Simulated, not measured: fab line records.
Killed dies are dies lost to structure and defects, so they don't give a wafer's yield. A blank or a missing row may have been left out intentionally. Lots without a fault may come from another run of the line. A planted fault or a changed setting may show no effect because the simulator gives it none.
One fault seen from 2 desks | flow gf180mcu | each desk holds nothing but its own numbers, with what lay behind them at the end

== TOOL OWNER'S DESK, cvd-w-02 ==
The tool's own readings at GF_V1_CVD_23 (deposits W, target thk 350 nm, time 105.05 s): means of the sampled wafers that have a number, for each lot that ran on this tool. If a lot's mean is further than 4 standard deviations from the usual mean, the lot is out of limits and carries the mark OUT (the distance appears in the brackets).
Columns: A = heater-power-w at GF_V1_CVD_23, usual 836 W; B = susceptor-temp-C at GF_V1_CVD_23, usual 400.00 C
lot  | first seen here | A   | B
L210 | day 18 03:27    | 826 | 400.00
L214 | day 20 04:14    | 851 | 400.13
L222 | day 22 18:37    | 843 | 399.92
L229 | day 25 01:59    | 840 | 399.88
Result from this desk: across the 4 lots, nothing is out of limits.

== AT THE METROLOGY DESK ==
Lot by lot, what the gauges showed, no matter which tool ran the lot: averages of those sampled wafers that carry a number. If a lot's mean is further than 4 standard deviations from the usual mean, the lot is out of limits and carries the mark OUT (the distance appears in the brackets).
Columns: A = V1_W_RS at GF_V1_RS_MEAS_24, usual 0.328 ohm/sq
lot  | first seen here | A
L210 | day 18 03:35    | 0.330
L211 | day 18 12:17    | 0.325
L213 | day 19 08:50    | 0.324
L214 | day 20 04:22    | 0.327
L218 | day 21 18:26    | 0.326
L222 | day 22 18:43    | 0.338
L224 | day 23 11:11    | 0.327
L229 | day 25 02:06    | 0.328
L230 | day 25 09:34    | 0.323
L231 | day 25 13:45    | 0.327
L232 | day 25 20:38    | 0.326
Result from this desk: across the 11 lots, nothing is out of limits.

== PUT TOGETHER ==
Nothing out of limits was seen by the tool owner's desk.
From the metrology desk's view, nothing was out of limits.

== WHAT THE SIMULATOR HAD INSERTED ==
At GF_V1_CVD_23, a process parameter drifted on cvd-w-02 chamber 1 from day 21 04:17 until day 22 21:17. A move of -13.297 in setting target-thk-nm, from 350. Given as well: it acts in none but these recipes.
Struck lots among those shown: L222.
